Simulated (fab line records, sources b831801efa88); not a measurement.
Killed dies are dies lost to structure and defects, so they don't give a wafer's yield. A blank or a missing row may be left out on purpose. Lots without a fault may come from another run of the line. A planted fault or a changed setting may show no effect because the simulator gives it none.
fab line records | flow gf180mcu
record lots=14 wafers=42 last_day=34
route steps=602 shown M4@460 M5@532 V5@564
lots that met no fault: from a run of the same line without faults
start_h: hours from the record's first day to the start of the lot's first wafer shown | wait_h: hours since the lot's step before | " the same as in the row above | L1.1+2: a row that stands for several wafers | - no value, or no start given | * or withheld: withheld | < > ~ a bound
route shown NAME@n: a module of which the file shows steps, and the number in the route of the first | usual: mean/standard deviation of fault-free wafers | same: alike in all rows | chamber/n: place in a boat | sites: the reading at each site | _std_site: their standard deviation | _edge_site: outer sites' mean less inner sites' | radius_mm: how far each site lies from the wafer's centre | mask NAME#n: copy n | behind: the tool/chamber that last shaped the wafer | hold: why the lot was held/for how many hours/how that ended | device: the transistor (n, p or np) that didn't switch | end of line: the same wafers' tests at the end of the route | a step without rows: its recipe alone | killed: dies lost to structure and defects at the first sort, not the wafer's yield | map: a wafer's dies, x killed, . not, _ none there
set.NAME: the setting as run; set.NAME@STEP: as run at that earlier step | model.NAME: the simulator's own value behind a step, which no gauge read
steps of the route over a sample of lots; a table a step, a row a wafer
services: from which hour (start_h, from the record's first day; less than 0 if before it) a tool's chamber was out of use, for how many hours, and why
## steps
# step GF_M4_SPUTTER_04
# recipe material=TiN target_thk_nm=50 power_w=6500 time_s=41.7 chamber_pressure_pa=0.4
# usual throttle_valve_pct=30.1/1
# columns lot.wafer tool chamber start_h wait_h throttle_valve_pct
L712.3 pvd_sputter-02 - 527.36 0.0 29.5
L712.4 " - " " 30.6
L712.5 " - " " 29.3
L713.2 pvd_sputter-02 - 533.86 0.0 28.2
L713.3 " - " " 30.4
L713.6 " - " " 31.4
L718.2 pvd_sputter-02 - 578.11 0.0 28.0
L718.3 " - " " 30.6
L718.6 " - " " 28.6
L717.1 pvd_sputter-01 - 597.90 0.0 29.9
L717.3 " - " " 30.1
L717.6 " - " " 29.9
L719.1 pvd_sputter-02 - 598.97 0.0 29.1
L719.3 " - " " 30.5
L719.4 " - " " 28.6
L720.4 pvd_sputter-01 - 599.20 0.0 31.5
L720.5 " - " " 29.9
L720.6 " - " " 29.8
L721.1 pvd_sputter-03 - 603.00 0.0 28.9
L721.2 " - " " 30.5
L721.3 " - " " 29.1
L722.3 pvd_sputter-02 - 614.34 0.0 31.5
L722.4 " - " " 28.6
L722.6 " - " " 29.5
L724.1 pvd_sputter-03 - 625.63 0.0 28.8
L724.3 " - " " 30.6
L724.4 " - " " 31.4
L725.2 pvd_sputter-01 - 641.88 0.0 31.7
L725.4 " - " " 29.8
L725.6 " - " " 30.4
L726.3 pvd_sputter-03 - 643.88 0.0 28.8
L726.4 " - " " 29.0
L726.6 " - " " 31.9
L727.1 pvd_sputter-01 - 645.20 0.0 30.4
L727.5 " - " " 30.0
L727.6 " - " " 29.9
L731.3 pvd_sputter-01 - 679.96 0.0 29.7
L731.4 " - " " 31.7
L731.6 " - " " 30.4
L734.3 pvd_sputter-01 - 694.72 0.0 30.2
L734.4 " - " " 30.0
L734.5 " - " " 31.9
# step GF_M5_DEVELOP_06
# recipe develop_time_s=60 dev_temp_c=21
# usual chill_plate_temp_C=22.99/0.12 develop_time_s=60/0
# columns lot.wafer tool chamber start_h wait_h chill_plate_temp_C develop_time_s
L712.3 litho_track-01 0 601.78 0.1 22.66 60
L712.4 " 0 " " 22.89 60
L712.5 " 0 " " 22.91 60
L713.2 litho_track-01 0 629.81 0.2 22.96 60
L713.3 " 0 " " 23.05 60
L713.6 " 0 " " 22.97 60
L718.2 litho_track-01 0 665.61 0.2 22.89 60
L718.3 " 0 " " 23.12 60
L718.6 " 0 " " 23.09 60
L717.1 litho_track-01 0 673.38 0.2 22.93 60
L717.3 " 0 " " 22.92 60
L717.6 " 0 " " 22.96 60
L719.1 litho_track-01 0 678.08 0.2 22.95 60
L719.3 " 0 " " 23.02 60
L719.4 " 0 " " 22.94 60
L720.4 litho_track-03 0 679.04 0.1 23.13 60
L720.5 " 0 " " 23.13 60
L720.6 " 0 " " 23.11 60
L721.1 litho_track-04 0 685.71 0.2 22.84 60
L721.2 " 0 " " 22.93 60
L721.3 " 0 " " 22.82 60
L722.3 litho_track-03 0 694.97 0.1 23.03 60
L722.4 " 0 " " 23.00 60
L722.6 " 0 " " 23.01 60
L724.1 litho_track-03 - 706.17 0.2 - -
L724.3 " - " " - -
L724.4 " - " " - -
L725.2 litho_track-04 - 720.58 0.2 - -
L725.4 " - " " - -
L725.6 " - " " - -
L726.3 litho_track-01 0 723.88 0.1 22.76 60
L726.4 " 0 " " 22.86 60
L726.6 " 0 " " 23.06 60
L727.1 litho_track-04 0 725.26 0.2 22.96 60
L727.5 " 0 " " 22.92 60
L727.6 " 0 " " 23.03 60
L731.3 litho_track-01 0 752.63 0.1 22.78 60
L731.4 " 0 " " 23.01 60
L731.6 " 0 " " 22.87 60
L734.3 litho_track-04 0 768.31 0.1 23.10 60
L734.4 " 0 " " 23.15 60
L734.5 " 0 " " 23.13 60
# step GF_M5_CD_MEAS_07
# recipe target_cd_nm=280
# usual cd_nm=279.5/1.2
# columns lot.wafer tool chamber start_h wait_h cd_nm
L712.3 cd_sem-01 - 603.56 1.7 279.4
L712.4 " - " " 278.2
L712.5 " - " " 279.1
L713.2 cd_sem-02 - 629.95 0.1 279.3
L713.3 " - " " 278.6
L713.6 " - " " 278.4
L718.2 cd_sem-02 - 665.75 0.1 278.0
L718.3 " - " " 278.3
L718.6 " - " " 277.2
L717.1 cd_sem-02 - 673.53 0.1 278.9
L717.3 " - " " 279.3
L717.6 " - " " 278.4
L719.1 cd_sem-02 - 678.23 0.1 278.7
L719.3 " - " " 279.6
L719.4 " - " " 279.3
L720.4 cd_sem-01 - 679.18 0.1 278.7
L720.5 " - " " 278.0
L720.6 " - " " 278.2
L721.1 cd_sem-01 - 685.86 0.1 277.3
L721.2 " - " " 277.5
L721.3 " - " " 276.7
L722.3 cd_sem-01 - 695.11 0.1 280.7
L722.4 " - " " 280.6
L722.6 " - " " 280.6
L724.1 cd_sem-02 - 706.32 0.1 -
L724.3 " - " " -
L724.4 " - " " -
L725.2 cd_sem-02 - 720.73 0.1 -
L725.4 " - " " -
L725.6 " - " " -
L726.3 cd_sem-01 - 724.02 0.1 279.9
L726.4 " - " " 279.6
L726.6 " - " " 279.5
L727.1 cd_sem-02 - 725.41 0.1 279.9
L727.5 " - " " 279.2
L727.6 " - " " 279.3
L731.3 cd_sem-02 - 752.77 0.1 279.1
L731.4 " - " " 280.1
L731.6 " - " " 279.3
L734.3 cd_sem-02 - 768.45 0.1 280.8
L734.4 " - " " 281.2
L734.5 " - " " 280.1
# step GF_V5_RS_MEAS_24
# recipe thk_meas_gauge=four-point-probe reads=W_of_V5_CVD_23+TiN_of_V5_SPUTTER_22+Ti_of_V5_SPUTTER_21
# usual V5_W_RS=0.327/0.0046
# columns lot.wafer tool chamber start_h wait_h V5_W_RS[ohm/sq]
L712.3 film_metro-02 - 626.83 0.1 0.325
L712.4 " - " " 0.321
L712.5 " - " " 0.334
L713.2 film_metro-02 - 652.24 0.1 0.323
L713.3 " - " " 0.330
L713.6 " - " " 0.331
L718.2 film_metro-02 - 687.90 0.1 0.329
L718.3 " - " " 0.321
L718.6 " - " " 0.324
L717.1 film_metro-02 - 695.14 0.1 0.316
L717.3 " - " " 0.323
L717.6 " - " " 0.326
L719.1 film_metro-02 - 699.08 0.1 0.329
L719.3 " - " " 0.334
L719.4 " - " " 0.332
L720.4 film_metro-02 - 700.27 0.1 0.329
L720.5 " - " " 0.329
L720.6 " - " " 0.321
L721.1 film_metro-02 - 706.46 0.1 0.329
L721.2 " - " " 0.330
L721.3 " - " " 0.330
L722.3 film_metro-02 - 715.97 0.1 0.336
L722.4 " - " " 0.331
L722.6 " - " " 0.329
L726.3 film_metro-02 - 744.23 0.1 0.328
L726.4 " - " " 0.328
L726.6 " - " " 0.331
L727.1 film_metro-03 - 745.44 0.1 0.333
L727.5 " - " " 0.329
L727.6 " - " " 0.328
L731.3 film_metro-03 - 772.24 0.2 0.333
L731.4 " - " " 0.332
L731.6 " - " " 0.331
L734.3 film_metro-03 - 787.16 0.1 0.329
L734.4 " - " " 0.323
L734.5 " - " " 0.321
## services
# columns tool chamber start_h hours kind
pvd_sputter-02 - 508.38 1.9 repair
pvd_sputter-03 - 508.66 1.7 repair
pvd_sputter-01 - 649.69 4.1 repair
pvd_sputter-03 - 707.64 1.4 repair
pvd_sputter-02 - 713.70 7.1 repair
pvd_sputter-03 - 738.66 1.6 repair
## key
first_sign step=GF_M5_DEVELOP_06 reading=tool_record direction=missing
effect none on later readings
met_at GF_M5_DEVELOP_06
struck_lots L724,L725
later_rows_left_out L724.1,L724.3,L724.4,L725.2,L725.4,L725.6
sort_left_out L724.1,L724.3,L724.4,L725.2,L725.4,L725.6
not_acting_at GF_M4_SPUTTER_04,GF_M5_CD_MEAS_07,GF_V5_RS_MEAS_24
onset_between 694.97 706.17
fault kind=skipped_step_whole tool=litho_track-03,litho_track-04 chamber=- onset_h=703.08 steps=GF_M5_DEVELOP_06 scope=struck_lots_only
# sort_left_out: the simulated sort isn't trusted on such a fault, so these wafers' sort isn't shown, and their yield isn't known
# later_rows_left_out: the simulator's readings of these wafers behind a module that went badly wrong aren't trusted and aren't shown, but for the sort
